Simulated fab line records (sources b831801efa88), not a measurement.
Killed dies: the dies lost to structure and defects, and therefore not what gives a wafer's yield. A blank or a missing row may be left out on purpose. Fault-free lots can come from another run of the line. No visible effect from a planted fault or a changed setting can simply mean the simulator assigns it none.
fab line records / flow sky130 / part 2 of 2: steps 30 to 41 of 41
record: lots: 5 wafers: 15 lastDay: 49
route steps=708 shown RES_XHIGH@339 SD_N@342 SD_P@359 SALICIDE@361 LI_CONTACT@362
lots with no fault: from the same line, run without faults
startH: start of the lot's first displayed wafer, in hours after the record's first day / waitH: time in hours since the lot's previous step / " as in the row above / L1.1+2: a row that stands for several wafers / - either no value or no given start / * or withheld: withheld / < > ~ a bound
route shown NAME@n: names a module that has steps shown in the file, with the first one's number in the route / usual: mean/standard deviation taken from wafers without a fault / same: alike in all rows / chamber/n: place in a boat / sites: each site's reading / _std_site: how widely they spread, as a standard deviation / _edge_site: inner sites' mean taken away from outer sites' mean / radiusMm: how far each site lies from the wafer's centre / mask NAME#n: copy n / behind: tool/chamber where the wafer was last shaped / hold: what put the lot on hold/how long, in hours/how the hold closed / device: the n, p or np transistor that did not switch / end of line: the tests these same wafers got at the end of their route / where a step has no rows: the recipe by itself / killed: at the first sort, the dies lost to defects and structure; wafer yield is something else / map: the dies of a wafer, with x for killed, . for not killed, _ for no die there
set.NAME: the run value of the setting; set.NAME@STEP: its run value at that earlier step / model.NAME: the simulator's own value behind a step, which no gauge read
lots at some steps of the route; a table a step, a row a wafer
services: the hour from which a tool's chamber was out of use, counted from the record's first day as startH (under 0 if before that day), plus the number of hours and why
== steps ==
step: SKY_LI_CONTACT_COAT_07
recipe: resist: KrF-thick spinRpm: 3000 resistThkNm: 450
lot.wafer=L078.1+3+4 tool=lithoTrack-04 chamber=0 startH=- waitH=-
lot.wafer=L079.2+4+5 tool=lithoTrack-04 chamber=0 startH=- waitH=-
lot.wafer=L080.4+5+6 tool=lithoTrack-01 chamber=0 startH=- waitH=-
lot.wafer=L087.1+3+4 tool=lithoTrack-01 chamber=0 startH=- waitH=-
lot.wafer=L091.3+5+6 tool=lithoTrack-03 chamber=0 startH=- waitH=-
step: SKY_LI_CONTACT_SOFTBAKE_08
recipe: tempC: 100 timeS: 90 resist: KrF-thick
lot.wafer=L078.1+3+4 tool=lithoTrack-04 chamber=0 startH=- waitH=-
lot.wafer=L079.2+4+5 tool=lithoTrack-04 chamber=0 startH=- waitH=-
lot.wafer=L080.4+5+6 tool=lithoTrack-01 chamber=0 startH=- waitH=-
lot.wafer=L087.1+3+4 tool=lithoTrack-01 chamber=0 startH=- waitH=-
lot.wafer=L091.3+5+6 tool=lithoTrack-03 chamber=0 startH=- waitH=-
step: SKY_LI_CONTACT_EXPOSE_09
recipe: maskId: LICM1 na: 0.8 sourceShape: annular sigmaInner: 0.55 sigmaOuter: 0.85 targetCdNm: 170 doseMj: 38
lot.wafer=L078.1+3+4 tool=krfScanner-01 chamber=0 startH=- waitH=- mask=LICM1#0
lot.wafer=L079.2+4+5 tool=krfScanner-02 chamber=0 startH=- waitH=- mask=LICM1#0
lot.wafer=L080.4+5+6 tool=krfScanner-02 chamber=0 startH=- waitH=- mask=LICM1#0
lot.wafer=L087.1+3+4 tool=krfScanner-02 chamber=0 startH=- waitH=- mask=LICM1#0
lot.wafer=L091.3+5+6 tool=krfScanner-01 chamber=0 startH=- waitH=- mask=LICM1#0
step: SKY_LI_CONTACT_PEB_10
recipe: pebTempC: withheld pebTimeS: withheld resist: KrF-thick
lot.wafer=L078.1+3+4 tool=lithoTrack-04 chamber=0 startH=- waitH=-
lot.wafer=L079.2+4+5 tool=lithoTrack-04 chamber=0 startH=- waitH=-
lot.wafer=L080.4+5+6 tool=lithoTrack-03 chamber=0 startH=- waitH=-
lot.wafer=L087.1+3+4 tool=lithoTrack-03 chamber=0 startH=- waitH=-
lot.wafer=L091.3+5+6 tool=lithoTrack-03 chamber=0 startH=- waitH=-
step: SKY_LI_CONTACT_DEVELOP_11
recipe: developTimeS: 60 resist: KrF-thick devTempC: 21
lot.wafer=L078.1+3+4 tool=lithoTrack-04 chamber=0 startH=- waitH=-
lot.wafer=L079.2+4+5 tool=lithoTrack-04 chamber=0 startH=- waitH=-
lot.wafer=L080.4+5+6 tool=lithoTrack-03 chamber=0 startH=- waitH=-
lot.wafer=L087.1+3+4 tool=lithoTrack-03 chamber=0 startH=- waitH=-
lot.wafer=L091.3+5+6 tool=lithoTrack-03 chamber=0 startH=- waitH=-
step: SKY_LI_CONTACT_CD_MEAS_12
recipe: targetCdNm: 170
usual: cdNm: 169.7/1.4
lot.wafer=L078.1 tool=cdSem-01 chamber=- startH=726.11 waitH=- cdNm=169.8
lot.wafer=L078.3 tool=cdSem-01 chamber=- startH=726.11 waitH=- cdNm=170.0
lot.wafer=L078.4 tool=cdSem-01 chamber=- startH=726.11 waitH=- cdNm=169.3
lot.wafer=L079.2 tool=cdSem-01 chamber=- startH=732.48 waitH=- cdNm=171.2
lot.wafer=L079.4 tool=cdSem-01 chamber=- startH=732.48 waitH=- cdNm=171.1
lot.wafer=L079.5 tool=cdSem-01 chamber=- startH=732.48 waitH=- cdNm=170.9
lot.wafer=L080.4 tool=cdSem-01 chamber=- startH=733.24 waitH=- cdNm=168.9
lot.wafer=L080.5 tool=cdSem-01 chamber=- startH=733.24 waitH=- cdNm=167.9
lot.wafer=L080.6 tool=cdSem-01 chamber=- startH=733.24 waitH=- cdNm=167.7
lot.wafer=L087.1 tool=cdSem-01 chamber=- startH=775.93 waitH=- cdNm=171.5
lot.wafer=L087.3 tool=cdSem-01 chamber=- startH=775.93 waitH=- cdNm=170.4
lot.wafer=L087.4 tool=cdSem-01 chamber=- startH=775.93 waitH=- cdNm=170.3
lot.wafer=L091.3 tool=cdSem-01 chamber=- startH=817.77 waitH=- cdNm=167.2
lot.wafer=L091.5 tool=cdSem-01 chamber=- startH=817.77 waitH=- cdNm=168.0
lot.wafer=L091.6 tool=cdSem-01 chamber=- startH=817.77 waitH=- cdNm=167.5
step: SKY_LI_CONTACT_OVL_MEAS_13
usual: LI_CONTACT_OVL: -5/6.1
lot.wafer=L078.1 tool=overlay-02 chamber=- startH=726.23 waitH=0.1 LI_CONTACT_OVL[nm]=-9
lot.wafer=L078.3 tool=overlay-02 chamber=- startH=726.23 waitH=0.1 LI_CONTACT_OVL[nm]=-11
lot.wafer=L078.4 tool=overlay-02 chamber=- startH=726.23 waitH=0.1 LI_CONTACT_OVL[nm]=-5
lot.wafer=L079.2 tool=overlay-02 chamber=- startH=732.59 waitH=0.1 LI_CONTACT_OVL[nm]=6
lot.wafer=L079.4 tool=overlay-02 chamber=- startH=732.59 waitH=0.1 LI_CONTACT_OVL[nm]=5
lot.wafer=L079.5 tool=overlay-02 chamber=- startH=732.59 waitH=0.1 LI_CONTACT_OVL[nm]=7
lot.wafer=L080.4 tool=overlay-01 chamber=- startH=733.32 waitH=0.1 LI_CONTACT_OVL[nm]=-8
lot.wafer=L080.5 tool=overlay-01 chamber=- startH=733.32 waitH=0.1 LI_CONTACT_OVL[nm]=-10
lot.wafer=L080.6 tool=overlay-01 chamber=- startH=733.32 waitH=0.1 LI_CONTACT_OVL[nm]=-6
lot.wafer=L087.1 tool=overlay-02 chamber=- startH=776.05 waitH=0.1 LI_CONTACT_OVL[nm]=-11
lot.wafer=L087.3 tool=overlay-02 chamber=- startH=776.05 waitH=0.1 LI_CONTACT_OVL[nm]=-3
lot.wafer=L087.4 tool=overlay-02 chamber=- startH=776.05 waitH=0.1 LI_CONTACT_OVL[nm]=-12
lot.wafer=L091.3 tool=overlay-02 chamber=- startH=817.87 waitH=0.1 LI_CONTACT_OVL[nm]=-7
lot.wafer=L091.5 tool=overlay-02 chamber=- startH=817.87 waitH=0.1 LI_CONTACT_OVL[nm]=-4
lot.wafer=L091.6 tool=overlay-02 chamber=- startH=817.87 waitH=0.1 LI_CONTACT_OVL[nm]=-2
step: SKY_LI_CONTACT_ETCH_14
recipe: chemistry: N2/H2 target: BARC ionEnergyEv: 200 sourceW: 500 biasW: 100 pressureMtorr: 30 n2FlowSccm: 100 h2FlowSccm: 200 stopOn: SiO2 timeS: 45.9 targetDepthA: 600
usual: drypumpMotorCurrentA: 5.9/0.48 oesProductAu: 0.855/0.0044 throttleValvePct: 13.226/0.0093
lot.wafer=L078.1 tool=rieDiel-02 chamber=3 startH=726.27 waitH=0.0 drypumpMotorCurrentA=5.7 oesProductAu=0.855 rfHoursCounterH=5 throttleValvePct=13.224
lot.wafer=L078.3 tool=rieDiel-02 chamber=2 startH=726.27 waitH=0.0 drypumpMotorCurrentA=6.2 oesProductAu=0.851 rfHoursCounterH=8 throttleValvePct=13.226
lot.wafer=L078.4 tool=rieDiel-02 chamber=0 startH=726.27 waitH=0.0 drypumpMotorCurrentA=6.3 oesProductAu=0.853 rfHoursCounterH=15 throttleValvePct=13.233
lot.wafer=L079.2 tool=rieDiel-01 chamber=2 startH=732.62 waitH=0.0 drypumpMotorCurrentA=5.0 oesProductAu=0.856 rfHoursCounterH=18 throttleValvePct=13.204
lot.wafer=L079.4 tool=rieDiel-01 chamber=1 startH=732.62 waitH=0.0 drypumpMotorCurrentA=6.1 oesProductAu=0.855 rfHoursCounterH=4 throttleValvePct=13.219
lot.wafer=L079.5 tool=rieDiel-01 chamber=2 startH=732.62 waitH=0.0 drypumpMotorCurrentA=5.0 oesProductAu=0.860 rfHoursCounterH=- throttleValvePct=13.221
lot.wafer=L080.4 tool=rieDiel-02 chamber=1 startH=733.34 waitH=0.0 drypumpMotorCurrentA=5.6 oesProductAu=0.855 rfHoursCounterH=7 throttleValvePct=13.223
lot.wafer=L080.5 tool=rieDiel-02 chamber=2 startH=733.34 waitH=0.0 drypumpMotorCurrentA=6.3 oesProductAu=0.853 rfHoursCounterH=- throttleValvePct=13.228
lot.wafer=L080.6 tool=rieDiel-02 chamber=1 startH=733.34 waitH=0.0 drypumpMotorCurrentA=5.6 oesProductAu=0.864 rfHoursCounterH=- throttleValvePct=13.221
lot.wafer=L087.1 tool=rieDiel-02 chamber=2 startH=776.09 waitH=0.0 drypumpMotorCurrentA=6.3 oesProductAu=0.855 rfHoursCounterH=10 throttleValvePct=13.226
lot.wafer=L087.3 tool=rieDiel-02 chamber=1 startH=776.09 waitH=0.0 drypumpMotorCurrentA=5.6 oesProductAu=0.862 rfHoursCounterH=8 throttleValvePct=13.222
lot.wafer=L087.4 tool=rieDiel-02 chamber=0 startH=776.09 waitH=0.0 drypumpMotorCurrentA=6.3 oesProductAu=0.857 rfHoursCounterH=16 throttleValvePct=13.245
lot.wafer=L091.3 tool=rieDiel-02 chamber=0 startH=817.89 waitH=0.0 drypumpMotorCurrentA=6.3 oesProductAu=0.843 rfHoursCounterH=17 throttleValvePct=13.246
lot.wafer=L091.5 tool=rieDiel-02 chamber=0 startH=817.89 waitH=0.0 drypumpMotorCurrentA=6.3 oesProductAu=0.850 rfHoursCounterH=- throttleValvePct=13.217
lot.wafer=L091.6 tool=rieDiel-02 chamber=1 startH=817.89 waitH=0.0 drypumpMotorCurrentA=5.6 oesProductAu=0.851 rfHoursCounterH=- throttleValvePct=13.225
step: SKY_LI_CONTACT_ETCH_15
recipe: target: PSG chemistry: C4F8/O2/Ar stopOn: Si taperDeg: 4.15 maskMaterial: KrF-thick sourceW: 1500 biasW: 1200 pressureMtorr: 40 c4f8FlowSccm: withheld O2_flow_sccm: 6 Ar_flow_sccm: 300 timeS: withheld targetDepthA: 6000
usual: oesProductAu: 0.837/0.0045
lot.wafer=L078.1 tool=rieDiel-02 chamber=3 startH=726.31 waitH=0.0 oesProductAu=0.831
lot.wafer=L078.3 tool=rieDiel-02 chamber=2 startH=726.31 waitH=0.0 oesProductAu=0.842
lot.wafer=L078.4 tool=rieDiel-02 chamber=0 startH=726.31 waitH=0.0 oesProductAu=0.840
lot.wafer=L079.2 tool=rieDiel-01 chamber=2 startH=732.66 waitH=0.0 oesProductAu=0.834
lot.wafer=L079.4 tool=rieDiel-01 chamber=1 startH=732.66 waitH=0.0 oesProductAu=0.834
lot.wafer=L079.5 tool=rieDiel-01 chamber=2 startH=732.66 waitH=0.0 oesProductAu=0.827
lot.wafer=L080.4 tool=rieDiel-02 chamber=1 startH=733.38 waitH=0.0 oesProductAu=0.831
lot.wafer=L080.5 tool=rieDiel-02 chamber=2 startH=733.38 waitH=0.0 oesProductAu=0.842
lot.wafer=L080.6 tool=rieDiel-02 chamber=1 startH=733.38 waitH=0.0 oesProductAu=0.834
lot.wafer=L087.1 tool=rieDiel-02 chamber=2 startH=776.13 waitH=0.0 oesProductAu=0.836
lot.wafer=L087.3 tool=rieDiel-02 chamber=1 startH=776.13 waitH=0.0 oesProductAu=0.841
lot.wafer=L087.4 tool=rieDiel-02 chamber=0 startH=776.13 waitH=0.0 oesProductAu=0.836
lot.wafer=L091.3 tool=rieDiel-02 chamber=0 startH=817.93 waitH=0.0 oesProductAu=0.832
lot.wafer=L091.5 tool=rieDiel-02 chamber=0 startH=817.93 waitH=0.0 oesProductAu=0.839
lot.wafer=L091.6 tool=rieDiel-02 chamber=1 startH=817.93 waitH=0.0 oesProductAu=0.841
step: SKY_LI_CONTACT_STRIP_16
recipe: chemistry: O2/N2 powerW: 1400 pressureMtorr: 1500 platenTempC: withheld o2FlowSccm: 3000 n2FlowSccm: 300 overashFraction: 0.5
usual: drypumpMotorCurrentA: 5.3/0.45 oesProductAu: 0.375/0.0046 stripTimeToEndpointS: 3.486/0.029
lot.wafer=L078.1 tool=plasmaAsher-01 chamber=0 startH=726.40 waitH=- drypumpMotorCurrentA=4.8 oesProductAu=0.367 rfHoursCounterH=30 stripTimeToEndpointS=3.461
lot.wafer=L078.3 tool=plasmaAsher-01 chamber=0 startH=726.40 waitH=- drypumpMotorCurrentA=4.8 oesProductAu=0.379 rfHoursCounterH=- stripTimeToEndpointS=3.494
lot.wafer=L078.4 tool=plasmaAsher-01 chamber=1 startH=726.40 waitH=- drypumpMotorCurrentA=5.3 oesProductAu=0.372 rfHoursCounterH=- stripTimeToEndpointS=3.456
lot.wafer=L079.2 tool=plasmaAsher-04 chamber=1 startH=732.75 waitH=- drypumpMotorCurrentA=6.0 oesProductAu=0.378 rfHoursCounterH=105 stripTimeToEndpointS=3.446
lot.wafer=L079.4 tool=plasmaAsher-04 chamber=1 startH=732.75 waitH=- drypumpMotorCurrentA=6.0 oesProductAu=0.381 rfHoursCounterH=- stripTimeToEndpointS=3.459
lot.wafer=L079.5 tool=plasmaAsher-04 chamber=1 startH=732.75 waitH=- drypumpMotorCurrentA=6.0 oesProductAu=0.370 rfHoursCounterH=- stripTimeToEndpointS=3.453
lot.wafer=L080.4 tool=plasmaAsher-04 chamber=0 startH=733.50 waitH=- drypumpMotorCurrentA=6.1 oesProductAu=0.380 rfHoursCounterH=- stripTimeToEndpointS=3.518
lot.wafer=L080.5 tool=plasmaAsher-04 chamber=0 startH=733.50 waitH=- drypumpMotorCurrentA=6.1 oesProductAu=0.379 rfHoursCounterH=- stripTimeToEndpointS=3.483
lot.wafer=L080.6 tool=plasmaAsher-04 chamber=1 startH=733.50 waitH=- drypumpMotorCurrentA=6.0 oesProductAu=0.383 rfHoursCounterH=- stripTimeToEndpointS=3.506
lot.wafer=L087.1 tool=plasmaAsher-02 chamber=1 startH=776.22 waitH=- drypumpMotorCurrentA=5.6 oesProductAu=0.367 rfHoursCounterH=66 stripTimeToEndpointS=3.503
lot.wafer=L087.3 tool=plasmaAsher-02 chamber=0 startH=776.22 waitH=- drypumpMotorCurrentA=4.9 oesProductAu=0.379 rfHoursCounterH=- stripTimeToEndpointS=3.525
lot.wafer=L087.4 tool=plasmaAsher-02 chamber=1 startH=776.22 waitH=- drypumpMotorCurrentA=5.6 oesProductAu=0.375 rfHoursCounterH=- stripTimeToEndpointS=3.408
lot.wafer=L091.3 tool=plasmaAsher-02 chamber=0 startH=818.05 waitH=- drypumpMotorCurrentA=5.0 oesProductAu=0.378 rfHoursCounterH=- stripTimeToEndpointS=3.492
lot.wafer=L091.5 tool=plasmaAsher-02 chamber=0 startH=818.05 waitH=- drypumpMotorCurrentA=5.0 oesProductAu=0.372 rfHoursCounterH=- stripTimeToEndpointS=3.486
lot.wafer=L091.6 tool=plasmaAsher-02 chamber=1 startH=818.05 waitH=- drypumpMotorCurrentA=5.6 oesProductAu=0.379 rfHoursCounterH=- stripTimeToEndpointS=3.532
step: SKY_LI_CONTACT_CLEAN_17
recipe: chemistry: NMP timeS: 600 tempC: 60 dry: n2Spin
lot.wafer=L078.1+3+4 tool=wetBench-02 chamber=3 startH=726.50 waitH=0.1
lot.wafer=L079.2+4+5 tool=wetBench-03 chamber=3 startH=732.85 waitH=0.1
lot.wafer=L080.4+5+6 tool=wetBench-02 chamber=3 startH=733.57 waitH=0.0
lot.wafer=L087.1+3+4 tool=wetBench-04 chamber=3 startH=776.32 waitH=0.1
lot.wafer=L091.3+5+6 tool=wetBench-03 chamber=0 startH=818.12 waitH=0.0
step: SKY_LI_CONTACT_PRE_CLEAN_18
recipe: gas: Ar timeS: 5.6 biasV: 358
lot.wafer=L078.1+3+4 tool=pvdSputter-03 chamber=- startH=726.67 waitH=0.0
lot.wafer=L079.2+4+5 tool=pvdSputter-03 chamber=- startH=733.04 waitH=0.0
lot.wafer=L080.4+5+6 tool=pvdSputter-01 chamber=- startH=733.74 waitH=0.0
lot.wafer=L087.1+3+4 tool=pvdSputter-01 chamber=- startH=776.49 waitH=0.0
lot.wafer=L091.3+5+6 tool=pvdSputter-04 chamber=- startH=818.29 waitH=0.0
== services ==
tool=krfScanner-02 chamber=- startH=651.36 hours=0.7 kind=repair
tool=ilineStepper-01 chamber=- startH=657.37 hours=4.4 kind=pm
tool=wetBench-02 chamber=- startH=659.29 hours=18.6 kind=repair
tool=wetBench-03 chamber=- startH=669.27 hours=1.6 kind=repair
tool=krfScanner-02 chamber=- startH=669.55 hours=0.8 kind=pm
tool=implanter-03 chamber=- startH=670.48 hours=6.1 kind=repair
tool=rieDiel-02 chamber=2 startH=678.01 hours=7.1 kind=repair
tool=krfScanner-02 chamber=- startH=682.95 hours=1.3 kind=pm
tool=implanter-02 chamber=- startH=716.81 hours=0.5 kind=repair
tool=wetBench-04 chamber=- startH=717.40 hours=1.5 kind=repair
tool=wetBench-03 chamber=- startH=719.01 hours=1.8 kind=repair
tool=implanter-01 chamber=- startH=722.66 hours=2.5 kind=repair
tool=implanter-02 chamber=- startH=725.87 hours=3.5 kind=pm
tool=ilineStepper-01 chamber=- startH=726.12 hours=1.7 kind=pm
tool=krfScanner-02 chamber=- startH=727.46 hours=1.0 kind=pm
tool=plasmaAsher-04 chamber=- startH=733.75 hours=9.0 kind=pm
tool=wetBench-04 chamber=- startH=745.28 hours=2.1 kind=repair
tool=rieDiel-02 chamber=- startH=745.81 hours=1.6 kind=repair
tool=plasmaAsher-02 chamber=- startH=751.82 hours=0.6 kind=repair
tool=krfScanner-02 chamber=- startH=772.53 hours=4.4 kind=pm
tool=rieDiel-02 chamber=3 startH=787.06 hours=5.5 kind=repair
tool=implanter-01 chamber=- startH=790.53 hours=1.7 kind=pm
tool=implanter-02 chamber=- startH=798.43 hours=11.4 kind=repair
tool=hdpcvd-01 chamber=1 startH=807.75 hours=4.7 kind=repair
